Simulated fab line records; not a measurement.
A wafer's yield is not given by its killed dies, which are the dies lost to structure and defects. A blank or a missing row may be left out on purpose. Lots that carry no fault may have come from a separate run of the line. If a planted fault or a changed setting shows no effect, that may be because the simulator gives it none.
fab line records	flow sky130
record lots=24	wafers=72	lastDay=50
route steps=708 shown RES_XHIGH@340 LI_CONTACT@375 LOCAL_INTERCONNECT@389 VIA1@481 VIA2@523
lots that met no fault: taken from a fault-free run of the same line
startH: start of the lot's first displayed wafer, in hours after the record's first day	waitH: hours since the lot's step before	" unchanged from the row above	L1.1+2: a row that stands for several wafers	- no value present, or no start provided	* or withheld: withheld	< > ~ a bound
route shown NAME@n: NAME is a module with steps in the file, n the number in the route of the first one	usual: the fault-free wafers' mean and standard deviation	same: alike in all rows	chamber/n: place in a boat	sites: each site's reading	_std_site: the values' standard deviation	_edge_site: mean of outer sites minus mean of inner sites	radiusMm: how far each site lies from the wafer's centre	mask NAME#n: copy n	behind: the last tool/chamber to shape the wafer	hold: why the lot went on hold/how many hours it stayed there/how the hold came to an end	device: whichever transistor did not switch (one of n, p or np)	end of line: the same wafers' tests at the end of the route	where a step has no rows: the recipe by itself	killed: count of dies lost to structure and defects at first sort (not the wafer's yield)	map: a wafer's dies, x killed, . not, _ none there
set.NAME: the setting the step ran with; set.NAME@STEP: the setting that earlier step ran with	model.NAME: the simulator's own value behind a step, which no gauge read
one table for each step of the route and one row for each wafer, over a sample of lots
services: the hour from which a tool's chamber was out of use, counted from the record's first day as startH (under 0 if before that day), plus the number of hours and why
## steps
# step SKY_RES_XHIGH_STRIP_08
# recipe chemistry=O2/N2	powerW=1400	pressureMtorr=1500	platenTempC=withheld	o2FlowSccm=3000	n2FlowSccm=300	overashFraction=0.5
# usual drypumpMotorCurrentA=5.78/0.3	n2FlowSccm=300.1/0.78	oesProductAu=0.711/0.004	stripTimeToEndpointS=14.28/0.042
lot.wafer	tool	chamber	startH	waitH	drypumpMotorCurrentA	n2FlowSccm	oesProductAu	rfHoursCounterH	stripTimeToEndpointS
L074.1	plasmaAsher-04	0	622.58	0.1	5.98	300.4	0.711	43	14.30
L074.2	"	1	"	"	5.69	300.8	0.710	43	14.28
L074.5	"	0	"	"	5.95	300.5	0.716	-	14.27
L075.2	plasmaAsher-04	1	630.38	0.1	5.64	300.1	0.711	44	14.19
L075.3	"	0	"	"	6.00	298.8	0.709	-	14.21
L075.4	"	1	"	"	5.65	300.9	0.709	-	14.21
L076.2	plasmaAsher-02	0	644.40	0.1	5.58	300.6	0.705	21	14.27
L076.4	"	0	"	"	5.59	298.8	0.709	-	14.28
L076.5	"	1	"	"	5.81	301.0	0.712	-	14.22
L077.2	plasmaAsher-02	1	659.75	0.1	5.77	300.6	0.708	23	14.33
L077.3	"	0	"	"	5.59	300.8	0.712	-	14.29
L077.5	"	0	"	"	5.61	299.0	0.709	-	14.38
L079.2	plasmaAsher-01	1	663.08	0.1	5.40	300.0	0.711	93	14.26
L079.4	"	0	"	"	6.34	300.6	0.718	-	14.24
L079.5	"	1	"	"	5.40	299.6	0.710	-	14.22
L078.2	plasmaAsher-01	1	668.90	0.1	5.40	299.6	0.714	94	14.25
L078.3	"	0	"	"	6.35	299.6	0.711	-	14.25
L078.5	"	1	"	"	5.41	300.7	0.709	-	14.28
L080.3	plasmaAsher-04	0	676.21	0.1	5.97	300.3	0.714	-	14.37
L080.4	"	1	"	"	5.68	300.2	0.709	-	14.34
L080.5	"	0	"	"	5.98	299.4	0.707	-	14.34
L081.3	plasmaAsher-02	1	686.56	0.1	5.80	298.7	0.717	-	14.29
L081.4	"	0	"	"	5.59	299.5	0.713	-	14.27
L081.6	"	0	"	"	5.56	299.5	0.714	-	14.28
L082.2	plasmaAsher-01	1	693.55	0.1	5.43	302.0	0.718	96	14.36
L082.3	"	0	"	"	6.34	300.6	0.705	-	14.30
L082.5	"	0	"	"	6.34	299.3	0.718	-	14.39
L083.1	plasmaAsher-02	1	710.40	0.1	5.77	298.7	0.718	28	14.31
L083.5	"	0	"	"	5.62	300.3	0.713	-	14.29
L083.6	"	1	"	"	5.78	301.2	0.714	-	14.34
L084.1	plasmaAsher-01	0	717.63	0.1	6.34	300.4	0.714	99	14.32
L084.3	"	1	"	"	5.42	299.7	0.718	-	14.34
L084.5	"	0	"	"	6.34	301.0	0.707	-	14.33
L085.1	plasmaAsher-04	1	723.20	0.1	5.69	299.8	0.714	53	14.25
L085.4	"	1	"	"	5.67	299.5	0.714	-	14.27
L085.6	"	1	"	"	5.66	299.9	0.715	-	14.24
L086.1	plasmaAsher-01	0	726.05	0.1	6.34	298.8	0.716	99	14.25
L086.3	"	1	"	"	5.39	300.2	0.708	-	14.23
L086.5	"	0	"	"	6.34	300.1	0.715	-	14.20
L087.1	plasmaAsher-01	1	733.43	0.1	5.41	299.8	0.711	100	14.30
L087.3	"	0	"	"	6.35	301.7	0.717	-	14.32
L087.6	"	1	"	"	5.43	299.6	0.706	-	14.29
L088.2	plasmaAsher-02	1	751.05	0.1	5.78	299.6	0.714	32	14.26
L088.3	"	1	"	"	5.80	299.6	0.710	-	14.25
L088.4	"	0	"	"	5.59	298.6	0.716	-	14.34
L089.2	plasmaAsher-02	0	756.53	0.1	5.62	300.5	0.707	32	14.22
L089.5	"	1	"	"	5.83	300.0	0.710	-	14.26
L089.6	"	0	"	"	5.61	299.5	0.716	-	14.23
L090.1	plasmaAsher-04	0	760.08	0.1	5.98	301.0	0.713	57	14.29
L090.4	"	1	"	"	5.67	299.3	0.709	-	14.29
L090.5	"	1	"	"	5.66	300.4	0.704	-	14.32
L091.2	plasmaAsher-02	0	764.03	0.1	5.59	300.8	0.713	33	14.25
L091.4	"	0	"	"	5.58	300.2	0.721	-	14.24
L091.6	"	1	"	"	5.80	302.2	0.718	-	14.27
L092.1	plasmaAsher-02	1	772.10	0.1	5.81	299.8	0.705	34	14.31
L092.2	"	0	"	"	5.57	299.5	0.711	34	14.27
L092.4	"	1	"	"	5.79	300.4	0.714	-	14.29
L094.2	plasmaAsher-02	1	780.80	0.1	5.80	300.8	0.710	35	14.29
L094.3	"	0	"	"	5.61	301.6	0.710	-	14.25
L094.5	"	0	"	"	5.59	300.6	0.710	-	14.25
L093.1	plasmaAsher-02	1	784.05	0.2	5.76	300.1	0.709	35	14.24
L093.2	"	0	"	"	5.57	300.9	0.714	35	14.21
L093.6	"	0	"	"	5.61	299.2	0.709	-	14.23
L095.1	plasmaAsher-02	0	796.55	0.1	5.57	299.6	0.713	36	14.29
L095.3	"	1	"	"	5.81	300.7	0.711	-	14.31
L095.5	"	0	"	"	5.57	300.0	0.709	-	14.30
L096.1	plasmaAsher-01	0	799.15	0.1	6.35	300.6	0.709	5	14.20
L096.5	"	1	"	"	5.41	300.7	0.712	-	14.24
L096.6	"	0	"	"	6.35	299.3	0.714	-	14.23
L097.2	plasmaAsher-01	0	800.85	0.1	6.37	299.6	0.714	5	14.28
L097.3	"	1	"	"	5.41	298.4	0.713	-	14.27
L097.4	"	0	"	"	6.35	300.3	0.714	-	14.36
# step SKY_LI_CONTACT_OVL_MEAS_13
# usual LI_CONTACT_OVL=-1/5.6
lot.wafer	tool	chamber	startH	waitH	LI_CONTACT_OVL[nm]
L074.1	overlay-02	-	681.25	0.1	12
L074.2	"	-	"	"	7
L074.5	"	-	"	"	13
L075.2	overlay-01	-	690.58	0.1	-11
L075.3	"	-	"	"	-8
L075.4	"	-	"	"	-8
L076.2	overlay-02	-	703.35	0.1	2
L076.4	"	-	"	"	5
L076.5	"	-	"	"	8
L077.2	overlay-01	-	718.71	0.1	5
L077.3	"	-	"	"	1
L077.5	"	-	"	"	-4
L079.2	overlay-02	-	721.11	0.1	2
L079.4	"	-	"	"	-5
L079.5	"	-	"	"	2
L078.2	overlay-01	-	727.63	0.1	1
L078.3	"	-	"	"	0
L078.5	"	-	"	"	-6
L080.3	overlay-01	-	734.78	0.1	-4
L080.4	"	-	"	"	0
L080.5	"	-	"	"	0
L081.3	overlay-02	-	745.03	0.1	-9
L081.4	"	-	"	"	-9
L081.6	"	-	"	"	-7
L082.2	overlay-02	-	752.00	0.1	-3
L082.3	"	-	"	"	6
L082.5	"	-	"	"	7
L083.1	overlay-01	-	768.40	0.1	2
L083.5	"	-	"	"	-2
L083.6	"	-	"	"	1
L084.1	overlay-01	-	776.00	0.1	1
L084.3	"	-	"	"	-1
L084.5	"	-	"	"	1
L085.1	overlay-01	-	781.72	0.1	-4
L085.4	"	-	"	"	-3
L085.6	"	-	"	"	3
L086.1	overlay-01	-	784.00	0.1	0
L086.3	"	-	"	"	-10
L086.5	"	-	"	"	2
L087.1	overlay-02	-	790.15	0.1	-7
L087.3	"	-	"	"	6
L087.6	"	-	"	"	-7
L088.2	overlay-02	-	807.65	0.1	2
L088.3	"	-	"	"	-1
L088.4	"	-	"	"	-2
L089.2	overlay-02	-	813.33	0.1	-10
L089.5	"	-	"	"	-5
L089.6	"	-	"	"	-3
L090.1	overlay-01	-	816.12	0.1	-3
L090.4	"	-	"	"	5
L090.5	"	-	"	"	2
L091.2	overlay-02	-	819.78	0.1	-7
L091.4	"	-	"	"	1
L091.6	"	-	"	"	-9
L092.1	overlay-02	-	827.35	0.1	-4
L092.2	"	-	"	"	0
L092.4	"	-	"	"	4
L094.2	overlay-02	-	837.03	0.1	-11
L094.3	"	-	"	"	-10
L094.5	"	-	"	"	-13
L093.1	overlay-02	-	840.35	0.1	-2
L093.2	"	-	"	"	-3
L093.6	"	-	"	"	-10
L095.1	overlay-01	-	850.95	0.1	1
L095.3	"	-	"	"	0
L095.5	"	-	"	"	1
L096.1	overlay-01	-	854.45	0.1	-8
L096.5	"	-	"	"	-3
L096.6	"	-	"	"	-3
L097.2	overlay-02	-	855.46	0.1	0
L097.3	"	-	"	"	-6
L097.4	"	-	"	"	-9
# step SKY_LOCAL_INTERCONNECT_THK_MEAS_02
# recipe thkMeasGauge=xrf	reads=TiN_of_LOCAL_INTERCONNECT_SPUTTER_00
# usual LOCAL_INTERCONNECT_TIN_THK=99.1/1.5
lot.wafer	tool	chamber	startH	waitH	LOCAL_INTERCONNECT_TIN_THK[nm]
L074.1	filmMetro-03	-	682.63	0.1	100.4
L074.2	"	-	"	"	100.5
L074.5	"	-	"	"	102.4
L075.2	filmMetro-04	-	691.98	0.1	100.4
L075.3	"	-	"	"	97.2
L075.4	"	-	"	"	98.3
L076.2	filmMetro-03	-	704.74	0.1	99.9
L076.4	"	-	"	"	97.9
L076.5	"	-	"	"	97.7
L077.2	filmMetro-04	-	720.09	0.1	101.0
L077.3	"	-	"	"	98.6
L077.5	"	-	"	"	102.1
L079.2	filmMetro-04	-	722.62	0.1	100.3
L079.4	"	-	"	"	99.7
L079.5	"	-	"	"	98.8
L078.2	filmMetro-04	-	729.02	0.1	98.0
L078.3	"	-	"	"	100.5
L078.5	"	-	"	"	98.6
L080.3	filmMetro-02	-	736.18	0.1	101.8
L080.4	"	-	"	"	99.2
L080.5	"	-	"	"	99.2
L081.3	filmMetro-02	-	746.44	0.1	100.5
L081.4	"	-	"	"	99.3
L081.6	"	-	"	"	101.1
L082.2	filmMetro-02	-	753.40	0.1	98.8
L082.3	"	-	"	"	100.2
L082.5	"	-	"	"	100.5
L083.1	filmMetro-02	-	769.78	0.1	100.7
L083.5	"	-	"	"	100.6
L083.6	"	-	"	"	99.1
L084.1	filmMetro-04	-	777.38	0.1	98.4
L084.3	"	-	"	"	100.0
L084.5	"	-	"	"	97.4
L085.1	filmMetro-04	-	783.12	0.1	99.1
L085.4	"	-	"	"	99.4
L085.6	"	-	"	"	99.5
L086.1	filmMetro-04	-	785.40	0.1	98.4
L086.3	"	-	"	"	98.9
L086.5	"	-	"	"	99.4
L087.1	filmMetro-04	-	791.53	0.1	97.7
L087.3	"	-	"	"	96.2
L087.6	"	-	"	"	99.0
L088.2	filmMetro-02	-	809.04	0.1	98.0
L088.3	"	-	"	"	100.0
L088.4	"	-	"	"	97.7
L089.2	filmMetro-02	-	814.72	0.1	99.2
L089.5	"	-	"	"	97.2
L089.6	"	-	"	"	99.2
L090.1	filmMetro-04	-	817.51	0.1	99.6
L090.4	"	-	"	"	96.7
L090.5	"	-	"	"	99.2
L091.2	filmMetro-02	-	821.17	0.1	97.8
L091.4	"	-	"	"	97.4
L091.6	"	-	"	"	98.0
L092.1	filmMetro-02	-	828.75	0.1	97.3
L092.2	"	-	"	"	99.0
L092.4	"	-	"	"	99.7
L094.2	filmMetro-04	-	838.42	0.1	98.2
L094.3	"	-	"	"	102.1
L094.5	"	-	"	"	97.8
L093.1	filmMetro-02	-	841.73	0.1	98.7
L093.2	"	-	"	"	97.2
L093.6	"	-	"	"	96.7
L095.1	filmMetro-03	-	852.33	0.1	97.7
L095.3	"	-	"	"	100.3
L095.5	"	-	"	"	99.3
L096.1	filmMetro-02	-	855.87	0.1	97.5
L096.5	"	-	"	"	97.7
L096.6	"	-	"	"	99.9
L097.2	filmMetro-04	-	856.89	0.1	99.0
L097.3	"	-	"	"	97.9
L097.4	"	-	"	"	100.5
# step SKY_LOCAL_INTERCONNECT_STRIP_15
# recipe chemistry=O2/N2	powerW=1400	pressureMtorr=1500	platenTempC=withheld	o2FlowSccm=3000	n2FlowSccm=300	overashFraction=0.5
# usual drypumpMotorCurrentA=5.7/0.43	n2FlowSccm=299.8/0.94	oesProductAu=0.427/0.0046	stripTimeToEndpointS=4.734/0.024
lot.wafer	tool	chamber	startH	waitH	drypumpMotorCurrentA	n2FlowSccm	oesProductAu	rfHoursCounterH	stripTimeToEndpointS
L074.1	plasmaAsher-01	0	711.17	0.0	6.4	300.3	0.425	98	4.727
L074.2	"	1	"	"	5.4	300.7	0.429	98	4.749
L074.5	"	0	"	"	6.4	301.7	0.424	-	4.757
L075.2	plasmaAsher-02	1	720.97	0.0	5.8	300.5	0.426	29	4.749
L075.3	"	1	"	"	5.8	299.9	0.427	-	4.739
L075.4	"	0	"	"	5.6	300.6	0.425	-	4.714
L076.2	plasmaAsher-02	0	733.35	0.0	5.6	298.2	0.431	30	4.705
L076.4	"	0	"	"	5.6	300.3	0.422	-	4.732
L076.5	"	1	"	"	5.8	298.6	0.421	-	4.689
L077.2	plasmaAsher-01	1	748.42	0.0	5.4	298.5	0.426	0	4.729
L077.3	"	0	"	"	6.4	300.0	0.420	-	4.738
L077.5	"	0	"	"	6.4	300.3	0.432	-	4.706
L079.2	plasmaAsher-01	0	750.95	0.0	6.4	300.3	0.439	1	4.753
L079.4	"	1	"	"	5.4	299.2	0.425	-	4.738
L079.5	"	1	"	"	5.4	298.9	0.424	-	4.744
L078.2	plasmaAsher-01	0	757.77	0.0	6.3	299.6	0.421	1	4.716
L078.3	"	0	"	"	6.4	300.2	0.424	-	4.691
L078.5	"	0	"	"	6.4	300.8	0.424	-	4.715
L080.3	plasmaAsher-03	1	764.25	0.1	6.0	299.8	0.429	-	4.743
L080.4	"	0	"	"	5.0	301.2	0.433	-	4.730
L080.5	"	1	"	"	6.0	299.3	0.427	-	4.745
L081.3	plasmaAsher-01	0	775.06	0.1	6.3	299.4	0.428	-	4.721
L081.4	"	1	"	"	5.4	300.0	0.422	-	4.714
L081.6	"	0	"	"	6.4	299.5	0.429	-	4.717
L082.2	plasmaAsher-02	0	782.22	0.0	5.6	300.5	0.436	35	4.790
L082.3	"	1	"	"	5.8	300.7	0.433	-	4.757
L082.5	"	1	"	"	5.8	300.7	0.430	-	4.763
L083.1	plasmaAsher-02	0	797.67	0.0	5.6	299.8	0.422	36	4.727
L083.5	"	1	"	"	5.8	299.5	0.425	-	4.747
L083.6	"	0	"	"	5.6	299.7	0.427	-	4.778
L084.1	plasmaAsher-01	1	805.17	0.0	5.4	302.1	0.436	6	4.729
L084.3	"	1	"	"	5.4	300.7	0.424	-	4.715
L084.5	"	0	"	"	6.4	297.5	0.429	-	4.725
L085.1	plasmaAsher-01	0	810.37	0.0	6.4	298.7	0.422	6	4.703
L085.4	"	1	"	"	5.4	298.7	0.421	-	4.706
L085.6	"	1	"	"	5.4	300.0	0.426	-	4.732
L086.1	plasmaAsher-02	1	812.62	0.0	5.8	300.8	0.422	38	4.758
L086.3	"	0	"	"	5.6	299.9	0.423	-	4.767
L086.5	"	0	"	"	5.6	300.0	0.432	-	4.746
L087.1	plasmaAsher-03	1	818.97	0.0	6.0	300.5	0.429	103	4.704
L087.3	"	0	"	"	5.0	300.5	0.423	-	4.699
L087.6	"	0	"	"	5.1	299.8	0.421	-	4.703
L088.2	plasmaAsher-01	0	836.12	0.0	6.4	299.8	0.424	9	4.734
L088.3	"	0	"	"	6.4	300.2	0.424	-	4.745
L088.4	"	1	"	"	5.4	300.7	0.431	-	4.773
L089.2	plasmaAsher-03	0	841.72	0.0	5.0	300.9	0.426	106	4.734
L089.5	"	1	"	"	6.0	299.4	0.436	-	4.765
L089.6	"	0	"	"	5.0	300.7	0.433	-	4.750
L090.1	plasmaAsher-03	0	844.80	0.0	5.1	299.5	0.425	106	4.746
L090.4	"	0	"	"	5.1	300.7	0.434	-	4.726
L090.5	"	0	"	"	5.1	299.3	0.425	-	4.717
L091.2	plasmaAsher-01	1	847.79	0.1	5.4	299.8	0.425	10	4.756
L091.4	"	1	"	"	5.4	299.5	0.428	-	4.761
L091.6	"	0	"	"	6.3	299.7	0.436	-	4.772
L092.1	plasmaAsher-01	0	855.25	0.0	6.4	299.8	0.433	11	4.754
L092.2	"	1	"	"	5.4	300.6	0.422	11	4.754
L092.4	"	1	"	"	5.4	301.6	0.425	-	4.730
L094.2	plasmaAsher-02	1	864.97	0.1	5.8	301.0	0.433	42	4.736
L094.3	"	0	"	"	5.6	300.2	0.429	-	4.716
L094.5	"	0	"	"	5.6	299.8	0.432	-	4.708
L093.1	plasmaAsher-03	0	868.22	0.0	5.1	299.0	0.429	109	4.742
L093.2	"	1	"	"	6.0	299.6	0.430	109	4.776
L093.6	"	1	"	"	6.0	298.6	0.435	-	4.770
L095.1	plasmaAsher-03	1	878.40	0.0	6.0	299.3	0.429	110	4.739
L095.3	"	0	"	"	5.1	299.4	0.421	-	4.729
L095.5	"	0	"	"	5.1	298.4	0.436	-	4.764
L096.1	plasmaAsher-02	1	881.67	0.0	5.8	297.1	0.425	44	4.717
L096.5	"	1	"	"	5.8	299.8	0.427	-	4.699
L096.6	"	0	"	"	5.6	299.8	0.428	-	4.718
L097.2	plasmaAsher-01	0	882.97	0.0	6.4	299.1	0.437	14	4.775
L097.3	"	1	"	"	5.4	299.5	0.433	-	4.738
L097.4	"	0	"	"	6.4	301.9	0.428	-	4.780
# step SKY_VIA1_THK_MEAS_23
# recipe thkMeasGauge=xrf	reads=W_of_VIA1_CVD_21
# usual VIA1_W_THK=267/5.3
lot.wafer	tool	chamber	startH	waitH	VIA1_W_THK[nm]
L074.1	filmMetro-01	-	801.51	0.1	263
L074.2	"	-	"	"	260
L074.5	"	-	"	"	262
L075.2	filmMetro-01	-	811.00	0.1	271
L075.3	"	-	"	"	261
L075.4	"	-	"	"	271
L076.2	filmMetro-01	-	821.60	0.1	269
L076.4	"	-	"	"	269
L076.5	"	-	"	"	268
L077.2	filmMetro-03	-	835.68	0.1	272
L077.3	"	-	"	"	261
L077.5	"	-	"	"	262
L079.2	filmMetro-03	-	838.28	0.1	268
L079.4	"	-	"	"	258
L079.5	"	-	"	"	262
L078.2	filmMetro-03	-	844.12	0.1	271
L078.3	"	-	"	"	268
L078.5	"	-	"	"	270
L080.3	filmMetro-04	-	850.74	0.1	276
L080.4	"	-	"	"	276
L080.5	"	-	"	"	274
L081.3	filmMetro-04	-	863.14	0.1	274
L081.4	"	-	"	"	277
L081.6	"	-	"	"	274
L082.2	filmMetro-03	-	868.22	0.1	267
L082.3	"	-	"	"	266
L082.5	"	-	"	"	265
L083.1	filmMetro-01	-	882.17	0.1	263
L083.5	"	-	"	"	264
L083.6	"	-	"	"	265
L084.1	filmMetro-03	-	889.39	0.1	263
L084.3	"	-	"	"	269
L084.5	"	-	"	"	267
L085.1	filmMetro-01	-	893.42	0.1	261
L085.4	"	-	"	"	261
L085.6	"	-	"	"	259
L086.1	filmMetro-04	-	894.84	0.1	262
L086.3	"	-	"	"	263
L086.5	"	-	"	"	265
L087.1	filmMetro-03	-	902.59	0.1	273
L087.3	"	-	"	"	266
L087.6	"	-	"	"	273
L088.2	filmMetro-03	-	918.41	0.1	264
L088.3	"	-	"	"	268
L088.4	"	-	"	"	264
L089.2	filmMetro-04	-	923.47	0.1	275
L089.5	"	-	"	"	279
L089.6	"	-	"	"	266
L090.1	filmMetro-03	-	927.54	0.1	261
L090.4	"	-	"	"	263
L090.5	"	-	"	"	260
L091.2	filmMetro-03	-	930.04	0.1	261
L091.4	"	-	"	"	262
L091.6	"	-	"	"	263
L092.1	filmMetro-01	-	936.97	0.1	256
L092.2	"	-	"	"	268
L092.4	"	-	"	"	270
L094.2	filmMetro-01	-	945.46	0.1	269
L094.3	"	-	"	"	256
L094.5	"	-	"	"	256
L093.1	filmMetro-01	-	947.82	0.1	264
L093.2	"	-	"	"	259
L093.6	"	-	"	"	262
L095.1	filmMetro-03	-	959.42	0.1	270
L095.3	"	-	"	"	268
L095.5	"	-	"	"	266
L096.1	filmMetro-03	-	963.30	0.1	267
L096.5	"	-	"	"	269
L096.6	"	-	"	"	265
L097.2	filmMetro-03	-	964.99	0.1	261
L097.3	"	-	"	"	271
L097.4	"	-	"	"	255
# step SKY_VIA2_STRIP_16
# recipe chemistry=O2/N2	powerW=1400	pressureMtorr=1500	platenTempC=withheld	o2FlowSccm=3000	n2FlowSccm=300	overashFraction=0.5
# usual drypumpMotorCurrentA=5.8/0.32	n2FlowSccm=300.1/0.9	oesProductAu=0.399/0.0045	stripTimeToEndpointS=4.05/0.03
lot.wafer	tool	chamber	startH	waitH	drypumpMotorCurrentA	n2FlowSccm	oesProductAu	rfHoursCounterH	stripTimeToEndpointS
L074.1	plasmaAsher-04	1	857.76	0.0	5.7	299.5	0.400	67	4.03
L074.2	"	0	"	"	6.0	300.8	0.402	67	4.05
L074.5	"	1	"	"	5.7	299.6	0.397	-	4.01
L075.2	plasmaAsher-04	1	866.36	0.0	5.7	297.4	0.395	68	4.08
L075.3	"	0	"	"	6.0	299.1	0.393	-	4.05
L075.4	"	1	"	"	5.7	299.7	0.394	-	4.06
L076.2	plasmaAsher-02	1	876.11	0.0	5.8	300.9	0.404	43	4.04
L076.4	"	1	"	"	5.8	299.4	0.396	-	4.05
L076.5	"	1	"	"	5.8	299.5	0.405	-	4.04
L077.2	plasmaAsher-01	1	889.81	0.0	5.4	299.7	0.402	14	4.09
L077.3	"	1	"	"	5.4	300.0	0.398	-	4.10
L077.5	"	0	"	"	6.3	301.1	0.398	-	4.01
L079.2	plasmaAsher-01	1	892.04	0.0	5.4	300.6	0.393	15	4.02
L079.4	"	1	"	"	5.4	300.4	0.401	-	4.03
L079.5	"	0	"	"	6.4	298.5	0.394	-	4.04
L078.2	plasmaAsher-01	1	898.41	0.0	5.4	300.3	0.402	15	4.04
L078.3	"	0	"	"	6.4	300.9	0.399	-	4.07
L078.5	"	0	"	"	6.3	300.6	0.393	-	4.03
L080.3	plasmaAsher-01	1	904.60	0.1	5.4	300.7	0.408	-	4.05
L080.4	"	0	"	"	6.3	301.2	0.393	-	4.03
L080.5	"	1	"	"	5.4	300.5	0.403	-	4.08
L081.3	plasmaAsher-04	0	916.97	0.1	6.0	300.1	0.396	-	4.03
L081.4	"	1	"	"	5.7	299.8	0.409	-	4.04
L081.6	"	1	"	"	5.7	300.3	0.402	-	4.06
L082.2	plasmaAsher-02	0	920.21	0.0	5.6	300.4	0.400	47	4.07
L082.3	"	0	"	"	5.6	299.7	0.405	-	4.11
L082.5	"	1	"	"	5.8	299.9	0.396	-	4.05
L083.1	plasmaAsher-04	1	936.31	0.0	5.7	300.2	0.402	76	4.17
L083.5	"	0	"	"	6.0	298.4	0.400	-	4.03
L083.6	"	1	"	"	5.7	298.5	0.403	-	4.13
L084.1	plasmaAsher-04	1	942.01	0.0	5.6	300.1	0.392	77	4.05
L084.3	"	0	"	"	6.0	299.9	0.407	-	4.00
L084.5	"	0	"	"	6.0	299.7	0.397	-	4.04
L085.1	plasmaAsher-04	1	946.61	0.0	5.7	298.8	0.403	78	4.00
L085.4	"	0	"	"	6.0	301.7	0.406	-	4.08
L085.6	"	0	"	"	6.0	301.1	0.398	-	4.01
L086.1	plasmaAsher-04	1	947.91	0.0	5.6	300.2	0.398	78	4.08
L086.3	"	0	"	"	6.0	301.0	0.398	-	4.02
L086.5	"	0	"	"	6.0	300.0	0.399	-	4.03
L087.1	plasmaAsher-04	1	955.09	0.0	5.6	300.7	0.401	79	4.08
L087.3	"	1	"	"	5.6	301.2	0.398	-	4.01
L087.6	"	0	"	"	6.0	300.1	0.398	-	4.04
L088.2	plasmaAsher-01	0	969.46	0.0	6.3	298.7	0.401	23	4.04
L088.3	"	0	"	"	6.4	299.6	0.404	-	4.03
L088.4	"	1	"	"	5.4	299.0	0.393	-	4.07
L089.2	plasmaAsher-04	0	975.26	0.0	6.0	300.1	0.393	82	4.09
L089.5	"	1	"	"	5.6	301.6	0.395	-	4.02
L089.6	"	0	"	"	6.0	300.9	0.401	-	4.08
L090.1	plasmaAsher-01	1	978.34	0.0	5.4	299.0	0.394	24	4.02
L090.4	"	1	"	"	5.4	300.3	0.401	-	4.08
L090.5	"	1	"	"	5.4	300.5	0.397	-	4.04
L091.2	plasmaAsher-01	0	981.99	0.0	6.3	299.8	0.404	25	4.05
L091.4	"	0	"	"	6.3	300.0	0.401	-	4.05
L091.6	"	1	"	"	5.4	299.7	0.407	-	4.05
L092.1	plasmaAsher-01	1	988.44	0.0	5.4	300.7	0.397	26	4.05
L092.2	"	0	"	"	6.3	300.7	0.404	26	4.10
L092.4	"	0	"	"	6.4	301.1	0.400	-	4.12
L094.2	plasmaAsher-01	1	996.29	0.0	5.4	301.7	0.407	27	4.05
L094.3	"	1	"	"	5.4	302.1	0.393	-	4.03
L094.5	"	0	"	"	6.4	299.5	0.401	-	4.04
L093.1	plasmaAsher-02	0	997.76	0.0	5.6	299.4	0.395	47	4.02
L093.2	"	1	"	"	5.8	300.7	0.394	47	4.04
L093.6	"	1	"	"	5.8	298.9	0.407	-	4.10
L095.1	plasmaAsher-04	0	1009.57	0.0	6.0	300.2	0.389	85	4.05
L095.3	"	1	"	"	5.6	301.6	0.400	-	4.02
L095.5	"	0	"	"	5.9	299.3	0.396	-	4.08
L096.1	plasmaAsher-04	1	1014.16	0.0	5.7	299.1	0.403	86	4.05
L096.5	"	1	"	"	5.7	300.3	0.397	-	4.08
L096.6	"	0	"	"	6.0	298.4	0.392	-	4.09
L097.2	plasmaAsher-02	1	1014.44	0.0	5.8	299.7	0.395	49	4.02
L097.3	"	0	"	"	5.6	301.2	0.397	-	4.05
L097.4	"	1	"	"	5.8	302.4	0.400	-	4.02
## services
tool	chamber	startH	hours	kind
plasmaAsher-01	-	710.02	0.7	repair
plasmaAsher-01	-	733.75	9.0	pm
plasmaAsher-01	0	733.75	9.0	ventCycle
plasmaAsher-01	1	733.75	9.0	ventCycle
plasmaAsher-01	0	742.75	-	clean
plasmaAsher-01	1	742.75	-	clean
plasmaAsher-02	-	820.39	2.8	pm
plasmaAsher-02	-	833.43	4.2	repair
plasmaAsher-02	-	893.10	11.7	pm
plasmaAsher-01	-	913.00	7.8	repair
plasmaAsher-02	-	922.01	75.3	repair
plasmaAsher-02	-	975.36	0.6	repair
## key
fault none
